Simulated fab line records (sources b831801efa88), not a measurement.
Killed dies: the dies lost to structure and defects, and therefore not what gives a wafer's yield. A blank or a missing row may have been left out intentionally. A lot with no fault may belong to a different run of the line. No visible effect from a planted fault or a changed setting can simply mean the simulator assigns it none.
Struck lot and sound lot, side by side | flow sky130 | 15 steps out of a route of 708
Sound: these wafers, L184.2, L184.3, L184.5. Wafers L175.1, L175.2, L175.6 were the ones struck. The cause comes at the end.
Order at every step that has rows: each side's tool, ch and its chambers, its first start. Under that, the readings that differ: sound wafers | struck wafers | difference of the means | sigmas: that difference in standard deviations of wafers without a fault.
alike: same words and numbers on both sides, and readings whose means sit less than 2 such deviations apart. not compared: any withheld reading, any reading some wafer has no value for, any bound like >300 that may hide the same value, and any number with overlapping values for which the record gives no deviation.
The two part at a step that has a row with sigmas, a row that says differs or no value, or rows on one side only. Numbers that have no deviation but don't overlap get no sigmas and don't part them. A reading missing from all wafers of one side parts the sides only when that side holds two or more wafers.

first, 5 steps without rows for these wafers: SKY_LI_CONTACT_COAT_07 (resist thk 450 nm); SKY_LI_CONTACT_SOFTBAKE_08 (time 90 s); SKY_LI_CONTACT_EXPOSE_09 (exposes mask LICM1, target cd 170 nm); SKY_LI_CONTACT_PEB_10; SKY_LI_CONTACT_DEVELOP_11 (develop time 60 s).
SKY_LI_CONTACT_CD_MEAS_12 targets a cd of 170 nm.
  sound on cd-sem-01 at day 34 18:21; struck on cd-sem-01 at day 32 04:26
  alike: cd-nm
SKY_LI_CONTACT_OVL_MEAS_13:
  sound on overlay-01 at day 34 18:27; struck on overlay-02 at day 32 04:33
  alike: LI_CONTACT_OVL
SKY_LI_CONTACT_ETCH_14: etches BARC in N2/H2, stops on SiO2, time 45.9 s, target depth 60 nm.
  sound on rie-diel-01 ch 0,2,3, day 34 18:29; struck on rie-diel-03 ch 0,2, day 32 04:35
  alike: drypump-motor-current-A, oes-product-au, throttle-valve-pct
  not compared: rf-hours-counter-h
SKY_LI_CONTACT_ETCH_15: etches PSG in C4F8/O2/Ar, stops on Si, target depth 600 nm.
  sound on rie-diel-01 ch 0,2,3, day 34 18:31; struck on rie-diel-03 ch 0,2, day 32 04:38
  alike: oes-product-au
SKY_LI_CONTACT_STRIP_16: strips in O2/N2.
  sound on plasma-asher-02 ch 0,1, day 34 18:37; struck on plasma-asher-01 ch 0,1, day 32 04:43
  alike: drypump-motor-current-A, oes-product-au, strip-time-to-endpoint-s
  not compared: rf-hours-counter-h
then, 2 steps without rows for these wafers: SKY_LI_CONTACT_CLEAN_17 (cleans in NMP, time 600 s); SKY_LI_CONTACT_PRE_CLEAN_18 (time 5.6 s).
SKY_LI_CONTACT_SPUTTER_19: material Ti, target thk 20 nm, time 106.37 s.
  sound on pvd-sputter-01 at day 34 18:54; struck on pvd-sputter-02 at day 32 05:01
  reading                                       | sound             | struck           | difference | sigmas
  model.Ti_of_LI_CONTACT_SPUTTER_19.thk-nm (nm) | 20.27 20.14 19.84 | 14.33 14.6 14.52 | -5.60      |
  alike: throttle-valve-pct
SKY_LI_CONTACT_SPUTTER_20: material TiN, target thk 20 nm, time 80 s.
  sound on pvd-sputter-01 at day 34 18:59; struck on pvd-sputter-02 at day 32 05:05
  alike: throttle-valve-pct
-- here the record skips 16 days between the struck wafers' starts before and after, leaving off in module LI_CONTACT and picking up in module PAD_OPEN (first step shown: number 708 of the route) --
SKY_PAD_OPEN_PROBE_99:
  sound on prober-02 at day 49 21:56; struck on prober-01 at day 48 02:21
  reading                        | sound             | struck            | difference | sigmas
  model.etest.licon-ndiff.rc-ohm | 185.5 183.7 189.3 | 200.5 201.4 203.5 | +15.6      |
  model.etest.licon-poly.rc-ohm  | 152.4 151.2 152.3 | 167.6 165 160     | +12.2      |
  alike: killed_at_M0_to_M3, killed_at_M4_up, killed-at-contacts, killed-at-front-end, killed-at-other, killed-dies, killed-open, killed-short

## WHERE THEY PART
Nowhere in this record.

WHY: the cause the simulator had injected
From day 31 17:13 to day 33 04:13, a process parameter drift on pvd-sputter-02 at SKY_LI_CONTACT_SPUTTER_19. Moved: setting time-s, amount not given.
